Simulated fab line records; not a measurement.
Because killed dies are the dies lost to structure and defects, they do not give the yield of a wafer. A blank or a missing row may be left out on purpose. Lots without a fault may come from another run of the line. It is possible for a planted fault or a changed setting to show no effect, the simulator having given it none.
8D (eight disciplines) problem report, filled in by code || flow sfq-line || the parts of the form that need people (team, actions taken, sign-off) are left out

1. THE PROBLEM
M0_NB_RS at SFQ_M0_RS_MEAS_904 reads a mean of 1.235 ohm/sq on 4 wafers of 3 lots; wafers without a fault read 0.888 ohm/sq with a standard deviation of 0.0093. That puts it +37 standard deviations away from the usual mean.
The step: measures by four-point-probe.
Earliest sighting: wafer L957.2 on film-metro-02 at day 6 20:52. Wafers with a number at this step in the record: 40, from 14 lots. The rule behind "out" and "out of limits": a value lying over 4 standard deviations away from the usual mean. The rest of the wafers with a number are treated as sound.

2. WHAT IT IS, WHAT IT ISN'T
{"question": "which readings at this step", "is": "M0_NB_RS", "is not": "-"}
{"question": "which lots", "is": "L957, L958, L959", "is not": "L948, L949, L950, L955, L960, L961, L962, L965, L966, L968, L970"}
{"question": "which wafers of those lots", "is": "L957.2, L958.1, L958.2, L959.2", "is not": "L957.5, L959.3, L959.4"}
{"question": "read on which gauges", "is": "film-metro-02, film-metro-04", "is not": "film-metro-03"}
{"question": "when", "is": "from day 6 20:52", "is not": "up to then (13 sound wafers); but 23 sound wafers of L959, L960, L961, L962, L965, L966, L968, L970 came after"}

3. SUSPECTS, AND WHAT RULES EACH OUT
Counting: if a tool at a process step up to the reading ran every lot that is out, it stays a suspect. Sound lots after the first of them don't rule it out here, since some wafers of a struck lot are sound.
- the gauge at SFQ_M0_RS_MEAS_904 is ruled out. The wafers that are out were read on 2 gauges (film-metro-02, film-metro-04).
- pvd-sputter-05 at SFQ_TRILAYER_M0_DEP_SPUTTER_019 (material Nb, target thk 200 nm, time 133.3 s): kept. It processed each lot that is out (first: L957, day 6 20:46); up to then, its last sound lot is L949 (day 5 00:47).
Left after counting: pvd-sputter-05 at SFQ_TRILAYER_M0_DEP_SPUTTER_019.

4. THE CAUSE (what the simulator had put in)
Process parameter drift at SFQ_TRILAYER_M0_DEP_SPUTTER_019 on pvd-sputter-05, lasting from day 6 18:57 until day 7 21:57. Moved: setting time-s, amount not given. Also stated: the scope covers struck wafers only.
The count eliminated every tool but this one.

5. SEQUENCE OF EFFECTS, ordered by route
One row per reading whose mean, taken over the struck wafers that have a number, lies over 3 standard deviations from the usual. Scope: only readings with a usual standard deviation given in the record; hours: median across lots of the time from each lot's start at the first step in this table that gives one to its start at this step; sigmas: change in usual standard deviations.
{"hours": 0, "step": "SFQ_M0_RS_MEAS_904", "reading": "M0_NB_RS", "usual": "0.888 ohm/sq", "on struck wafers": 1.235, "change": "+0.347", "sigmas": "+37"}
{"hours": 70, "step": "SFQ_TRILAYER_M0_ETCH_METAL_ETCH_024", "reading": "oes-product-au", "usual": "0.896 a.u.", "on struck wafers": 0.752, "change": -0.144, "sigmas": -21}
Here are the process steps it includes:
- SFQ_TRILAYER_M0_ETCH_METAL_ETCH_024: etches Nb in Cl2/Ar, stops on SiO2, target depth 240 nm, time 120 s.
Later measuring or inspecting steps at which every struck wafer that the step has a row for has a number for every such reading, and none has moved that far: SFQ_I3_BOW_MEAS_922.

6. HOW IT WOULD HAVE BEEN CAUGHT EARLIER
In this record the first reading out of limits at a measuring or inspecting step was taken at day 6 20:52, 2 hours after the fault began at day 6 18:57.
Tool readings at SFQ_TRILAYER_M0_DEP_SPUTTER_019 with a usual standard deviation given in the record: none out on any struck wafer, hence no alarm at a limit of 4 standard deviations on them.
Among the 3 lots that are out, L958, L959 began SFQ_TRILAYER_M0_DEP_SPUTTER_019 on pvd-sputter-05 after day 6 20:52. A hold on the tool at that time would have spared those 2.
